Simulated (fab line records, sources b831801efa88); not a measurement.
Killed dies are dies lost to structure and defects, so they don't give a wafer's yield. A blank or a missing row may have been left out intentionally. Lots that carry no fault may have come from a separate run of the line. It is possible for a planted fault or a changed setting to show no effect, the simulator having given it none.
fab line records + flow sky130
record:
- lots: 24
- wafers: 72
- lastDay: 50
route steps=708 shown VIA1@481 METAL2@489 VIA2@508 METAL3@564 VIA3@574
lots that met no fault: taken from a fault-free run of the same line
startH: the number of hours between the record's first day and the start of the first shown wafer of the lot + waitH: hours since the lot's step before + " repeats the value in the row above + L1.1+2: a row that stands for several wafers + - no value, or no start was given + * or withheld: withheld + < > ~ a bound
route shown NAME@n: names a module that has steps shown in the file, with the first one's number in the route + usual: mean/standard deviation of fault-free wafers + same: alike in all rows + chamber/n: place in a boat + sites: readings site by site + _std_site: standard deviation of those values + _edge_site: outer sites' mean less inner sites' + radiusMm: for every site, how far away it sits from the centre of the wafer + mask NAME#n: copy n + behind: the last tool/chamber to shape the wafer + hold: cause of the lot's hold/its duration in hours/its outcome + device: transistor that didn't switch, given as n, p or np + end of line: the route-end tests of the same wafers + a step given without rows: its recipe and nothing more + killed: at the first sort, the dies lost to defects and structure; wafer yield is something else + map: dies across one wafer; x = killed, . = not, _ = none there
set.NAME: setting as actually run; set.NAME@STEP: the setting as run at that earlier step + model.NAME: the simulator's own value behind a step, which no gauge read
steps of the route over a sample of lots; a table a step, a row a wafer
services: a tool's chamber out of use, with start hour (startH, from the record's first day; less than 0 if before it), hours out, and reason
== steps ==
step: SKY_VIA1_THK_MEAS_23
recipe:
- thkMeasGauge: xrf
- reads: W_of_VIA1_CVD_21
usual:
- VIA1_W_THK: 274/6.8
| lot.wafer | tool         | chamber | startH | waitH | VIA1_W_THK[nm] |
|-----------|--------------|---------|--------|-------|----------------|
| L074.3    | filmMetro-04 | -       | 792.98 | 0.1   | 267            |
| L074.4    | "            | -       | "      | "     | 277            |
| L074.5    | "            | -       | "      | "     | 263            |
| L075.3    | filmMetro-04 | -       | 793.94 | 0.1   | 265            |
| L075.4    | "            | -       | "      | "     | 269            |
| L075.6    | "            | -       | "      | "     | 266            |
| L076.1    | filmMetro-04 | -       | 805.25 | 0.1   | 275            |
| L076.3    | "            | -       | "      | "     | 269            |
| L076.6    | "            | -       | "      | "     | 266            |
| L077.1    | filmMetro-03 | -       | 826.33 | 0.1   | 271            |
| L077.3    | "            | -       | "      | "     | 279            |
| L077.5    | "            | -       | "      | "     | 269            |
| L078.1    | filmMetro-02 | -       | 842.48 | 0.1   | 272            |
| L078.5    | "            | -       | "      | "     | 281            |
| L078.6    | "            | -       | "      | "     | 277            |
| L079.1    | filmMetro-03 | -       | 845.66 | 0.1   | 279            |
| L079.5    | "            | -       | "      | "     | 279            |
| L079.6    | "            | -       | "      | "     | 271            |
| L080.1    | filmMetro-04 | -       | 848.42 | 0.1   | 271            |
| L080.3    | "            | -       | "      | "     | 268            |
| L080.6    | "            | -       | "      | "     | 261            |
| L081.2    | filmMetro-03 | -       | 858.73 | 0.1   | 275            |
| L081.4    | "            | -       | "      | "     | 278            |
| L081.6    | "            | -       | "      | "     | 267            |
| L082.1    | filmMetro-04 | -       | 868.65 | 0.1   | 278            |
| L082.2    | "            | -       | "      | "     | 272            |
| L082.3    | "            | -       | "      | "     | 276            |
| L083.1    | filmMetro-04 | -       | 876.37 | 0.1   | 272            |
| L083.3    | "            | -       | "      | "     | 272            |
| L083.6    | "            | -       | "      | "     | 271            |
| L084.2    | filmMetro-02 | -       | 877.71 | 0.1   | 271            |
| L084.4    | "            | -       | "      | "     | 279            |
| L084.5    | "            | -       | "      | "     | 271            |
| L085.4    | filmMetro-02 | -       | 897.63 | 0.1   | 276            |
| L085.5    | "            | -       | "      | "     | 286            |
| L085.6    | "            | -       | "      | "     | 278            |
| L087.1    | filmMetro-03 | -       | 898.30 | 0.1   | 265            |
| L087.4    | "            | -       | "      | "     | 271            |
| L087.6    | "            | -       | "      | "     | 269            |
| L086.3    | filmMetro-03 | -       | 898.68 | 0.1   | 271            |
| L086.4    | "            | -       | "      | "     | 285            |
| L086.6    | "            | -       | "      | "     | 283            |
| L088.1    | filmMetro-02 | -       | 906.48 | 0.1   | 282            |
| L088.2    | "            | -       | "      | "     | 294            |
| L088.3    | "            | -       | "      | "     | 285            |
| L089.2    | filmMetro-04 | -       | 908.52 | 0.1   | 270            |
| L089.4    | "            | -       | "      | "     | 272            |
| L089.6    | "            | -       | "      | "     | 285            |
| L090.1    | filmMetro-03 | -       | 914.15 | 0.1   | 279            |
| L090.2    | "            | -       | "      | "     | 266            |
| L090.4    | "            | -       | "      | "     | 270            |
| L091.2    | filmMetro-03 | -       | 924.22 | 0.1   | 274            |
| L091.3    | "            | -       | "      | "     | 270            |
| L091.5    | "            | -       | "      | "     | 262            |
| L092.1    | filmMetro-03 | -       | 928.70 | 0.1   | 272            |
| L092.5    | "            | -       | "      | "     | 271            |
| L092.6    | "            | -       | "      | "     | 276            |
| L093.1    | filmMetro-02 | -       | 931.77 | 0.1   | 283            |
| L093.4    | "            | -       | "      | "     | 281            |
| L093.5    | "            | -       | "      | "     | 285            |
| L094.2    | filmMetro-04 | -       | 947.48 | 0.1   | 277            |
| L094.4    | "            | -       | "      | "     | 267            |
| L094.5    | "            | -       | "      | "     | 264            |
| L095.1    | filmMetro-03 | -       | 952.46 | 0.1   | 274            |
| L095.3    | "            | -       | "      | "     | 285            |
| L095.6    | "            | -       | "      | "     | 285            |
| L096.3    | filmMetro-04 | -       | 959.89 | 0.1   | 265            |
| L096.4    | "            | -       | "      | "     | 271            |
| L096.6    | "            | -       | "      | "     | 263            |
| L097.4    | filmMetro-04 | -       | 970.22 | 0.1   | 269            |
| L097.5    | "            | -       | "      | "     | 268            |
| L097.6    | "            | -       | "      | "     | 278            |
step: SKY_METAL2_THK_MEAS_06
recipe:
- thkMeasGauge: xrf
- reads: AlCu_of_METAL2_SPUTTER_02
usual:
- METAL2_ALCU_THK: 253/3.1
| lot.wafer | tool         | chamber | startH | waitH | METAL2_ALCU_THK[nm] |
|-----------|--------------|---------|--------|-------|---------------------|
| L074.3    | filmMetro-03 | -       | 793.70 | 0.1   | 249                 |
| L074.4    | "            | -       | "      | "     | 251                 |
| L074.5    | "            | -       | "      | "     | 252                 |
| L075.3    | filmMetro-03 | -       | 794.56 | 0.1   | 250                 |
| L075.4    | "            | -       | "      | "     | 250                 |
| L075.6    | "            | -       | "      | "     | 250                 |
| L076.1    | filmMetro-03 | -       | 805.86 | 0.1   | 252                 |
| L076.3    | "            | -       | "      | "     | 253                 |
| L076.6    | "            | -       | "      | "     | 253                 |
| L077.1    | filmMetro-03 | -       | 826.95 | 0.1   | 253                 |
| L077.3    | "            | -       | "      | "     | 254                 |
| L077.5    | "            | -       | "      | "     | 248                 |
| L078.1    | filmMetro-01 | -       | 843.12 | 0.1   | 258                 |
| L078.5    | "            | -       | "      | "     | 258                 |
| L078.6    | "            | -       | "      | "     | 255                 |
| L079.1    | filmMetro-03 | -       | 846.28 | 0.1   | 251                 |
| L079.5    | "            | -       | "      | "     | 249                 |
| L079.6    | "            | -       | "      | "     | 248                 |
| L080.1    | filmMetro-01 | -       | 849.04 | 0.1   | 253                 |
| L080.3    | "            | -       | "      | "     | 252                 |
| L080.6    | "            | -       | "      | "     | 251                 |
| L081.2    | filmMetro-01 | -       | 859.35 | 0.1   | 255                 |
| L081.4    | "            | -       | "      | "     | 256                 |
| L081.6    | "            | -       | "      | "     | 257                 |
| L082.1    | filmMetro-03 | -       | 869.27 | 0.1   | 250                 |
| L082.2    | "            | -       | "      | "     | 255                 |
| L082.3    | "            | -       | "      | "     | 254                 |
| L083.1    | filmMetro-03 | -       | 876.99 | 0.1   | 252                 |
| L083.3    | "            | -       | "      | "     | 251                 |
| L083.6    | "            | -       | "      | "     | 249                 |
| L084.2    | filmMetro-01 | -       | 878.33 | 0.1   | 257                 |
| L084.4    | "            | -       | "      | "     | 257                 |
| L084.5    | "            | -       | "      | "     | 257                 |
| L085.4    | filmMetro-04 | -       | 898.46 | 0.1   | 254                 |
| L085.5    | "            | -       | "      | "     | 252                 |
| L085.6    | "            | -       | "      | "     | 250                 |
| L087.1    | filmMetro-04 | -       | 898.92 | 0.1   | 254                 |
| L087.4    | "            | -       | "      | "     | 254                 |
| L087.6    | "            | -       | "      | "     | 249                 |
| L086.3    | filmMetro-04 | -       | 899.30 | 0.1   | 251                 |
| L086.4    | "            | -       | "      | "     | 248                 |
| L086.6    | "            | -       | "      | "     | 248                 |
| L088.1    | filmMetro-01 | -       | 907.09 | 0.1   | 258                 |
| L088.2    | "            | -       | "      | "     | 253                 |
| L088.3    | "            | -       | "      | "     | 259                 |
| L089.2    | filmMetro-01 | -       | 909.14 | 0.1   | 259                 |
| L089.4    | "            | -       | "      | "     | 249                 |
| L089.6    | "            | -       | "      | "     | 251                 |
| L090.1    | filmMetro-03 | -       | 914.77 | 0.1   | 253                 |
| L090.2    | "            | -       | "      | "     | 249                 |
| L090.4    | "            | -       | "      | "     | 246                 |
| L091.2    | filmMetro-03 | -       | 924.93 | 0.1   | 251                 |
| L091.3    | "            | -       | "      | "     | 251                 |
| L091.5    | "            | -       | "      | "     | 249                 |
| L092.1    | filmMetro-04 | -       | 929.32 | 0.1   | 253                 |
| L092.5    | "            | -       | "      | "     | 249                 |
| L092.6    | "            | -       | "      | "     | 253                 |
| L093.1    | filmMetro-04 | -       | 932.39 | 0.1   | 254                 |
| L093.4    | "            | -       | "      | "     | 256                 |
| L093.5    | "            | -       | "      | "     | 254                 |
| L094.2    | filmMetro-01 | -       | 948.10 | 0.1   | 255                 |
| L094.4    | "            | -       | "      | "     | 261                 |
| L094.5    | "            | -       | "      | "     | 260                 |
| L095.1    | filmMetro-04 | -       | 953.08 | 0.1   | 255                 |
| L095.3    | "            | -       | "      | "     | 255                 |
| L095.6    | "            | -       | "      | "     | 253                 |
| L096.3    | filmMetro-01 | -       | 960.51 | 0.1   | 256                 |
| L096.4    | "            | -       | "      | "     | 254                 |
| L096.6    | "            | -       | "      | "     | 257                 |
| L097.4    | filmMetro-04 | -       | 970.84 | 0.1   | 259                 |
| L097.5    | "            | -       | "      | "     | 255                 |
| L097.6    | "            | -       | "      | "     | 257                 |
step: SKY_VIA2_THK_MEAS_01
recipe:
- reads: SiO2_of_VIA2_HDPCVD_00
usual:
- VIA2_HDPCVD_THK: 1185/11
| lot.wafer | tool         | chamber | startH | waitH | VIA2_HDPCVD_THK[nm] |
|-----------|--------------|---------|--------|-------|---------------------|
| L074.3    | filmMetro-03 | -       | 821.76 | 0.1   | 1195                |
| L074.4    | "            | -       | "      | "     | 1174                |
| L074.5    | "            | -       | "      | "     | 1197                |
| L075.3    | filmMetro-02 | -       | 821.87 | 0.1   | 1180                |
| L075.4    | "            | -       | "      | "     | 1173                |
| L075.6    | "            | -       | "      | "     | 1169                |
| L076.1    | filmMetro-02 | -       | 832.46 | 0.1   | 1198                |
| L076.3    | "            | -       | "      | "     | 1186                |
| L076.6    | "            | -       | "      | "     | 1186                |
| L077.1    | filmMetro-02 | -       | 854.40 | 0.1   | 1174                |
| L077.3    | "            | -       | "      | "     | 1163                |
| L077.5    | "            | -       | "      | "     | 1173                |
| L078.1    | filmMetro-03 | -       | 870.01 | 0.1   | 1202                |
| L078.5    | "            | -       | "      | "     | 1186                |
| L078.6    | "            | -       | "      | "     | 1201                |
| L079.1    | filmMetro-01 | -       | 873.05 | 0.1   | 1175                |
| L079.5    | "            | -       | "      | "     | 1190                |
| L079.6    | "            | -       | "      | "     | 1178                |
| L080.1    | filmMetro-02 | -       | 876.00 | 0.1   | 1191                |
| L080.3    | "            | -       | "      | "     | 1189                |
| L080.6    | "            | -       | "      | "     | 1185                |
| L081.2    | filmMetro-01 | -       | 886.13 | 0.1   | 1174                |
| L081.4    | "            | -       | "      | "     | 1186                |
| L081.6    | "            | -       | "      | "     | 1187                |
| L082.1    | filmMetro-03 | -       | 896.53 | 0.1   | 1180                |
| L082.2    | "            | -       | "      | "     | 1174                |
| L082.3    | "            | -       | "      | "     | 1173                |
| L083.1    | filmMetro-03 | -       | 903.55 | 0.1   | 1191                |
| L083.3    | "            | -       | "      | "     | 1191                |
| L083.6    | "            | -       | "      | "     | 1176                |
| L084.2    | filmMetro-01 | -       | 905.53 | 0.1   | 1185                |
| L084.4    | "            | -       | "      | "     | 1192                |
| L084.5    | "            | -       | "      | "     | 1168                |
| L085.4    | filmMetro-02 | -       | 924.28 | 0.0   | 1170                |
| L085.5    | "            | -       | "      | "     | 1189                |
| L085.6    | "            | -       | "      | "     | 1182                |
| L086.3    | filmMetro-03 | -       | 925.52 | 0.1   | 1195                |
| L086.4    | "            | -       | "      | "     | 1206                |
| L086.6    | "            | -       | "      | "     | 1190                |
| L087.1    | filmMetro-03 | -       | 925.65 | 0.1   | 1181                |
| L087.4    | "            | -       | "      | "     | 1191                |
| L087.6    | "            | -       | "      | "     | 1179                |
| L088.1    | filmMetro-03 | -       | 932.89 | 0.1   | 1183                |
| L088.2    | "            | -       | "      | "     | 1170                |
| L088.3    | "            | -       | "      | "     | 1178                |
| L089.2    | filmMetro-02 | -       | 934.81 | 0.1   | 1180                |
| L089.4    | "            | -       | "      | "     | 1197                |
| L089.6    | "            | -       | "      | "     | 1183                |
| L090.1    | filmMetro-02 | -       | 940.66 | 0.1   | 1187                |
| L090.2    | "            | -       | "      | "     | 1185                |
| L090.4    | "            | -       | "      | "     | 1206                |
| L091.2    | filmMetro-02 | -       | 950.66 | 0.1   | 1192                |
| L091.3    | "            | -       | "      | "     | 1181                |
| L091.5    | "            | -       | "      | "     | 1193                |
| L092.1    | filmMetro-01 | -       | 954.55 | 0.1   | 1179                |
| L092.5    | "            | -       | "      | "     | 1189                |
| L092.6    | "            | -       | "      | "     | 1179                |
| L093.1    | filmMetro-02 | -       | 957.86 | 0.1   | 1179                |
| L093.4    | "            | -       | "      | "     | 1183                |
| L093.5    | "            | -       | "      | "     | 1190                |
| L094.2    | filmMetro-03 | -       | 972.82 | 0.1   | 1180                |
| L094.4    | "            | -       | "      | "     | 1178                |
| L094.5    | "            | -       | "      | "     | 1192                |
| L095.1    | filmMetro-01 | -       | 978.53 | 0.1   | 1197                |
| L095.3    | "            | -       | "      | "     | 1173                |
| L095.6    | "            | -       | "      | "     | 1190                |
| L096.3    | filmMetro-03 | -       | 985.13 | 0.1   | 1189                |
| L096.4    | "            | -       | "      | "     | 1181                |
| L096.6    | "            | -       | "      | "     | 1178                |
| L097.4    | filmMetro-01 | -       | 994.43 | 0.0   | 1197                |
| L097.5    | "            | -       | "      | "     | 1183                |
| L097.6    | "            | -       | "      | "     | 1211                |
step: SKY_VIA2_CMP_02
recipe:
- material: SiO2
- downForcePsi: 4
- platenRpm: 60
- padVelocityMS: 0.94248
usual:
- motorCurrentA: 12.3/0.93
| lot.wafer | tool   | chamber | startH | waitH | motorCurrentA |
|-----------|--------|---------|--------|-------|---------------|
| L074.3    | cmp-01 | 3       | 821.90 | 0.1   | 9.8           |
| L074.4    | "      | 0       | "      | "     | 12.2          |
| L074.5    | "      | 2       | "      | "     | 13.9          |
| L075.4    | cmp-02 | 2       | 822.01 | 0.1   | 13.3          |
| L075.3    | "      | 3       | "      | "     | 12.4          |
| L075.6    | "      | 1       | "      | "     | 12.6          |
| L076.1    | cmp-02 | 1       | 832.52 | 0.1   | 12.5          |
| L076.3    | "      | 3       | "      | "     | 12.4          |
| L076.6    | "      | 1       | "      | "     | 12.0          |
| L077.1    | cmp-01 | 3       | 854.51 | 0.1   | 10.3          |
| L077.3    | "      | 1       | "      | "     | 11.8          |
| L077.5    | "      | 2       | "      | "     | 14.5          |
| L078.1    | cmp-01 | 2       | 870.17 | 0.1   | 14.3          |
| L078.5    | "      | 0       | "      | "     | 12.3          |
| L078.6    | "      | 1       | "      | "     | 12.0          |
| L079.1    | cmp-02 | 2       | 873.26 | 0.2   | 13.7          |
| L079.6    | "      | 3       | "      | "     | 12.2          |
| L079.5    | "      | 0       | "      | "     | 12.9          |
| L080.3    | cmp-02 | 2       | 876.16 | 0.1   | 13.7          |
| L080.1    | "      | 3       | "      | "     | 12.7          |
| L080.6    | "      | 1       | "      | "     | 12.0          |
| L081.2    | cmp-02 | 0       | 886.18 | 0.0   | 12.8          |
| L081.4    | "      | 3       | "      | "     | 11.6          |
| L081.6    | "      | 0       | "      | "     | 12.1          |
| L082.3    | cmp-02 | 0       | 896.59 | 0.0   | 12.6          |
| L082.1    | "      | 1       | "      | "     | 11.7          |
| L082.2    | "      | 2       | "      | "     | 13.9          |
| L083.3    | cmp-02 | 0       | 903.66 | 0.1   | 13.0          |
| L083.1    | "      | 1       | "      | "     | 11.9          |
| L083.6    | "      | 3       | "      | "     | 11.6          |
| L084.4    | cmp-02 | 0       | 905.68 | 0.1   | 12.3          |
| L084.2    | "      | 1       | "      | "     | 11.8          |
| L084.5    | "      | 2       | "      | "     | 13.7          |
| L085.4    | cmp-02 | 0       | 924.66 | 0.4   | 12.1          |
| L085.6    | "      | 0       | "      | "     | 12.6          |
| L085.5    | "      | 1       | "      | "     | 12.0          |
| L086.3    | cmp-02 | 0       | 925.56 | 0.0   | 13.1          |
| L086.4    | "      | 2       | "      | "     | 12.5          |
| L086.6    | "      | 1       | "      | "     | 11.5          |
| L087.4    | cmp-02 | 0       | 925.96 | 0.3   | 12.6          |
| L087.1    | "      | 1       | "      | "     | 11.8          |
| L087.6    | "      | 2       | "      | "     | 13.3          |
| L088.2    | cmp-02 | 3       | 932.95 | 0.0   | 11.9          |
| L088.3    | "      | 1       | "      | "     | 11.3          |
| L088.1    | "      | 2       | "      | "     | 13.3          |
| L089.2    | cmp-01 | 0       | 934.86 | 0.0   | 11.4          |
| L089.4    | "      | 3       | "      | "     | 10.2          |
| L089.6    | "      | 1       | "      | "     | 11.8          |
| L090.2    | cmp-01 | 0       | 940.72 | 0.0   | 12.6          |
| L090.4    | "      | 2       | "      | "     | 14.0          |
| L090.1    | "      | 3       | "      | "     | 10.4          |
| L091.2    | cmp-02 | 0       | 950.81 | 0.1   | 12.3          |
| L091.3    | "      | 1       | "      | "     | 11.3          |
| L091.5    | "      | 2       | "      | "     | 14.0          |
| L092.1    | cmp-02 | 0       | 954.61 | 0.1   | 12.2          |
| L092.5    | "      | 0       | "      | "     | 12.4          |
| L092.6    | "      | 1       | "      | "     | 12.0          |
| L093.1    | cmp-01 | 3       | 957.92 | 0.1   | 10.8          |
| L093.4    | "      | 0       | "      | "     | 12.0          |
| L093.5    | "      | 0       | "      | "     | 11.8          |
| L094.4    | cmp-02 | 1       | 972.87 | 0.0   | 11.2          |
| L094.2    | "      | 2       | "      | "     | 13.7          |
| L094.5    | "      | 2       | "      | "     | 14.3          |
| L095.3    | cmp-01 | 2       | 978.90 | 0.3   | 13.3          |
| L095.1    | "      | 0       | "      | "     | 12.4          |
| L095.6    | "      | 1       | "      | "     | 11.7          |
| L096.4    | cmp-01 | 1       | 985.22 | 0.1   | 11.3          |
| L096.3    | "      | 2       | "      | "     | 14.5          |
| L096.6    | "      | 0       | "      | "     | 12.2          |
| L097.4    | cmp-02 | 1       | 994.46 | 0.0   | 11.7          |
| L097.5    | "      | 1       | "      | "     | 12.2          |
| L097.6    | "      | 2       | "      | "     | 14.0          |
step: SKY_METAL3_OVL_MEAS_14
usual:
- METAL3_OVL: 1/5.4
| lot.wafer | tool       | chamber | startH  | waitH | METAL3_OVL[nm] |
|-----------|------------|---------|---------|-------|----------------|
| L074.3    | overlay-01 | -       | 902.28  | 0.1   | -6             |
| L074.4    | "          | -       | "       | "     | 6              |
| L074.5    | "          | -       | "       | "     | -7             |
| L075.3    | overlay-01 | -       | 902.49  | 0.1   | -3             |
| L075.4    | "          | -       | "       | "     | -4             |
| L075.6    | "          | -       | "       | "     | -8             |
| L076.1    | overlay-02 | -       | 912.47  | 0.1   | -5             |
| L076.3    | "          | -       | "       | "     | 0              |
| L076.6    | "          | -       | "       | "     | -4             |
| L077.1    | overlay-02 | -       | 933.03  | 0.1   | 6              |
| L077.3    | "          | -       | "       | "     | -1             |
| L077.5    | "          | -       | "       | "     | -1             |
| L078.1    | overlay-02 | -       | 948.43  | 0.1   | -1             |
| L078.5    | "          | -       | "       | "     | 2              |
| L078.6    | "          | -       | "       | "     | 1              |
| L079.1    | overlay-02 | -       | 950.13  | 0.1   | 5              |
| L079.5    | "          | -       | "       | "     | 3              |
| L079.6    | "          | -       | "       | "     | -3             |
| L080.1    | overlay-02 | -       | 953.01  | 0.1   | 3              |
| L080.3    | "          | -       | "       | "     | 2              |
| L080.6    | "          | -       | "       | "     | 3              |
| L081.2    | overlay-02 | -       | 961.33  | 0.1   | 9              |
| L081.4    | "          | -       | "       | "     | 9              |
| L081.6    | "          | -       | "       | "     | 4              |
| L082.1    | overlay-01 | -       | 972.96  | 0.1   | 0              |
| L082.2    | "          | -       | "       | "     | -1             |
| L082.3    | "          | -       | "       | "     | -1             |
| L083.1    | overlay-02 | -       | 980.13  | 0.1   | 3              |
| L083.3    | "          | -       | "       | "     | 8              |
| L083.6    | "          | -       | "       | "     | 6              |
| L084.2    | overlay-02 | -       | 980.48  | 0.1   | 4              |
| L084.4    | "          | -       | "       | "     | -4             |
| L084.5    | "          | -       | "       | "     | 12             |
| L085.4    | overlay-02 | -       | 998.83  | 0.1   | 11             |
| L085.5    | "          | -       | "       | "     | 3              |
| L085.6    | "          | -       | "       | "     | 4              |
| L086.3    | overlay-01 | -       | 1001.08 | 0.1   | 4              |
| L086.4    | "          | -       | "       | "     | 6              |
| L086.6    | "          | -       | "       | "     | 11             |
| L087.1    | overlay-02 | -       | 1001.23 | 0.1   | -2             |
| L087.4    | "          | -       | "       | "     | 0              |
| L087.6    | "          | -       | "       | "     | 7              |
| L088.1    | overlay-01 | -       | 1007.06 | 0.1   | -5             |
| L088.2    | "          | -       | "       | "     | 4              |
| L088.3    | "          | -       | "       | "     | -3             |
| L089.2    | overlay-02 | -       | 1008.28 | 0.1   | -14            |
| L089.4    | "          | -       | "       | "     | -17            |
| L089.6    | "          | -       | "       | "     | -8             |
| L090.1    | overlay-01 | -       | 1013.56 | 0.1   | -1             |
| L090.2    | "          | -       | "       | "     | -4             |
| L090.4    | "          | -       | "       | "     | -7             |
| L091.2    | overlay-01 | -       | 1024.23 | 0.1   | 13             |
| L091.3    | "          | -       | "       | "     | 4              |
| L091.5    | "          | -       | "       | "     | 9              |
| L092.1    | overlay-01 | -       | 1027.91 | 0.1   | -4             |
| L092.5    | "          | -       | "       | "     | -6             |
| L092.6    | "          | -       | "       | "     | -1             |
| L093.1    | overlay-01 | -       | 1029.98 | 0.1   | 4              |
| L093.4    | "          | -       | "       | "     | 4              |
| L093.5    | "          | -       | "       | "     | 6              |
| L094.2    | overlay-02 | -       | 1043.58 | 0.1   | 4              |
| L094.4    | "          | -       | "       | "     | 7              |
| L094.5    | "          | -       | "       | "     | 8              |
| L095.1    | overlay-01 | -       | 1050.62 | 0.1   | 1              |
| L095.3    | "          | -       | "       | "     | 5              |
| L095.6    | "          | -       | "       | "     | 9              |
| L096.3    | overlay-02 | -       | 1055.88 | 0.1   | 9              |
| L096.4    | "          | -       | "       | "     | 5              |
| L096.6    | "          | -       | "       | "     | 4              |
| L097.4    | overlay-01 | -       | 1064.14 | 0.1   | -2             |
| L097.5    | "          | -       | "       | "     | 3              |
| L097.6    | "          | -       | "       | "     | -6             |
step: SKY_VIA3_THK_MEAS_01
recipe:
- reads: SiO2_of_VIA3_HDPCVD_00
usual:
- VIA3_HDPCVD_THK: 1676/17
| lot.wafer | tool         | chamber | startH  | waitH | VIA3_HDPCVD_THK[nm] |
|-----------|--------------|---------|---------|-------|---------------------|
| L074.3    | filmMetro-03 | -       | 903.44  | 0.1   | 1646                |
| L074.4    | "            | -       | "       | "     | 1646                |
| L074.5    | "            | -       | "       | "     | 1654                |
| L075.3    | filmMetro-02 | -       | 903.74  | 0.1   | 1655                |
| L075.4    | "            | -       | "       | "     | 1672                |
| L075.6    | "            | -       | "       | "     | 1706                |
| L076.1    | filmMetro-03 | -       | 913.59  | 0.1   | 1642                |
| L076.3    | "            | -       | "       | "     | 1670                |
| L076.6    | "            | -       | "       | "     | 1646                |
| L077.1    | filmMetro-02 | -       | 934.15  | 0.1   | 1662                |
| L077.3    | "            | -       | "       | "     | 1677                |
| L077.5    | "            | -       | "       | "     | 1666                |
| L078.1    | filmMetro-02 | -       | 949.56  | 0.1   | 1682                |
| L078.5    | "            | -       | "       | "     | 1676                |
| L078.6    | "            | -       | "       | "     | 1680                |
| L079.1    | filmMetro-03 | -       | 951.25  | 0.1   | 1665                |
| L079.5    | "            | -       | "       | "     | 1669                |
| L079.6    | "            | -       | "       | "     | 1660                |
| L080.1    | filmMetro-04 | -       | 954.14  | 0.1   | 1691                |
| L080.3    | "            | -       | "       | "     | 1677                |
| L080.6    | "            | -       | "       | "     | 1688                |
| L081.2    | filmMetro-02 | -       | 962.46  | 0.1   | 1676                |
| L081.4    | "            | -       | "       | "     | 1667                |
| L081.6    | "            | -       | "       | "     | 1680                |
| L082.1    | filmMetro-02 | -       | 974.09  | 0.1   | 1708                |
| L082.2    | "            | -       | "       | "     | 1689                |
| L082.3    | "            | -       | "       | "     | 1693                |
| L083.1    | filmMetro-03 | -       | 981.26  | 0.1   | 1680                |
| L083.3    | "            | -       | "       | "     | 1658                |
| L083.6    | "            | -       | "       | "     | 1683                |
| L084.2    | filmMetro-04 | -       | 981.61  | 0.1   | 1702                |
| L084.4    | "            | -       | "       | "     | 1680                |
| L084.5    | "            | -       | "       | "     | 1690                |
| L085.4    | filmMetro-02 | -       | 999.96  | 0.0   | 1668                |
| L085.5    | "            | -       | "       | "     | 1682                |
| L085.6    | "            | -       | "       | "     | 1694                |
| L086.3    | filmMetro-03 | -       | 1002.34 | 0.1   | 1673                |
| L086.4    | "            | -       | "       | "     | 1678                |
| L086.6    | "            | -       | "       | "     | 1692                |
| L087.1    | filmMetro-04 | -       | 1002.53 | 0.1   | 1657                |
| L087.4    | "            | -       | "       | "     | 1649                |
| L087.6    | "            | -       | "       | "     | 1663                |
| L088.1    | filmMetro-03 | -       | 1008.18 | 0.1   | 1661                |
| L088.2    | "            | -       | "       | "     | 1669                |
| L088.3    | "            | -       | "       | "     | 1687                |
| L089.2    | filmMetro-02 | -       | 1009.49 | 0.2   | 1683                |
| L089.4    | "            | -       | "       | "     | 1675                |
| L089.6    | "            | -       | "       | "     | 1683                |
| L090.1    | filmMetro-04 | -       | 1014.77 | 0.2   | 1682                |
| L090.2    | "            | -       | "       | "     | 1688                |
| L090.4    | "            | -       | "       | "     | 1696                |
| L091.2    | filmMetro-03 | -       | 1025.49 | 0.1   | 1670                |
| L091.3    | "            | -       | "       | "     | 1652                |
| L091.5    | "            | -       | "       | "     | 1683                |
| L092.1    | filmMetro-04 | -       | 1029.03 | 0.1   | 1674                |
| L092.5    | "            | -       | "       | "     | 1693                |
| L092.6    | "            | -       | "       | "     | 1683                |
| L093.1    | filmMetro-04 | -       | 1031.37 | 0.1   | 1654                |
| L093.4    | "            | -       | "       | "     | 1662                |
| L093.5    | "            | -       | "       | "     | 1656                |
| L094.2    | filmMetro-02 | -       | 1044.75 | 0.1   | 1684                |
| L094.4    | "            | -       | "       | "     | 1679                |
| L094.5    | "            | -       | "       | "     | 1695                |
| L095.1    | filmMetro-04 | -       | 1051.75 | 0.1   | 1681                |
| L095.3    | "            | -       | "       | "     | 1662                |
| L095.6    | "            | -       | "       | "     | 1665                |
| L096.3    | filmMetro-02 | -       | 1057.01 | 0.1   | 1705                |
| L096.4    | "            | -       | "       | "     | 1689                |
| L096.6    | "            | -       | "       | "     | 1690                |
| L097.4    | filmMetro-04 | -       | 1065.30 | 0.0   | 1675                |
| L097.5    | "            | -       | "       | "     | 1696                |
| L097.6    | "            | -       | "       | "     | 1661                |
== services ==
| tool   | chamber | startH | hours | kind                          |
|--------|---------|--------|-------|-------------------------------|
| cmp-02 | -       | 848.60 | 5.0   | pm                            |
| cmp-01 | -       | 880.59 | 1.3   | repair                        |
| cmp-02 | -       | 912.37 | 4.0   | pm                            |
| cmp-02 | -       | 914.12 | 1.3   | repair                        |
| cmp-02 | -       | 916.37 | -     | consumableReplace:conditioner |
| cmp-02 | -       | 916.37 | -     | consumableReplace:pad         |
| cmp-01 | -       | 961.76 | 6.2   | pm                            |
| cmp-02 | -       | 976.88 | 5.7   | repair                        |
== key ==
fault none
